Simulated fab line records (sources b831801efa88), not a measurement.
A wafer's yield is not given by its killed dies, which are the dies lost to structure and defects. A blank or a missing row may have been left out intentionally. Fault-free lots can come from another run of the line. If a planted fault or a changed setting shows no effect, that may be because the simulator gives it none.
Chamber matching :: flow sky130 :: SKY_VIA2_CMP_02 on cmp-01: 4 sister chambers
The step polishes SiO2. 14 wafers are shown with their chamber, then 6 later ones without.

== WAFERS, EACH WITH ITS CHAMBER ==
wafer: L196.2
chamber: 0
motorCurrentA (A): 11.8

wafer: L196.4
chamber: 1
motorCurrentA (A): 14.2

wafer: L196.6
chamber: 2
motorCurrentA (A): 13.0

wafer: L201.3
chamber: 1
motorCurrentA (A): 13.5

wafer: L201.4
chamber: 0
motorCurrentA (A): 12.3

wafer: L201.5
chamber: 3
motorCurrentA (A): 13.5

wafer: L204.3
chamber: 2
motorCurrentA (A): 13.3

wafer: L204.5
chamber: 3
motorCurrentA (A): 13.4

wafer: L204.6
chamber: 2
motorCurrentA (A): 13.5

wafer: L205.1
chamber: 0
motorCurrentA (A): 12.1

wafer: L205.5
chamber: 0
motorCurrentA (A): 12.2

wafer: L205.6
chamber: 1
motorCurrentA (A): 13.4

wafer: L206.1
chamber: 0
motorCurrentA (A): 12.0

wafer: L206.3
chamber: 1
motorCurrentA (A): 12.9

SIGNATURES (means of the wafers above)
reading: motorCurrentA
chamber 0: 12.080
chamber 1: 13.500
chamber 2: 13.267
chamber 3: 13.450
scatter within a chamber: 0.338
Rule: a wafer's distance from a chamber is the root of the sum, over the readings, of the square of ((its reading less the chamber's mean) divided by the reading's scatter). If the next closest chamber is less than 2 further off than the closest, the wafer can't be placed; otherwise it belongs to the closest. The scatter is the square root of a quotient: the sum, over the shown wafers, of each reading's squared deviation from its chamber's mean, divided by wafers minus chambers.

== WAFERS MISSING THEIR CHAMBER ==
wafer: L206.4
motorCurrentA (A): 12.4

wafer: L215.5
motorCurrentA (A): 11.7

wafer: L215.6
motorCurrentA (A): 12.4

wafer: L217.2
motorCurrentA (A): 12.9

wafer: L217.4
motorCurrentA (A): 13.3

wafer: L217.5
motorCurrentA (A): 11.9

== CHAMBER TAKEN BY EACH ==
wafer: L206.4
from the rows above: can't be placed: 0 or 2
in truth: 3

wafer: L215.5
from the rows above: 0
in truth: 0

wafer: L215.6
from the rows above: can't be placed: 0 or 2
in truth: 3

wafer: L217.2
from the rows above: can't be placed: 2 or 3 or 1 or 0
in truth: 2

wafer: L217.4
from the rows above: can't be placed: 2 or 3 or 1
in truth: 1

wafer: L217.5
from the rows above: 0
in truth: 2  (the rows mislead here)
Correct placement for 1 of the 6. Unplaceable from these rows: 4, with the true chamber sitting among the candidates in 2. Placed wrongly: 1.
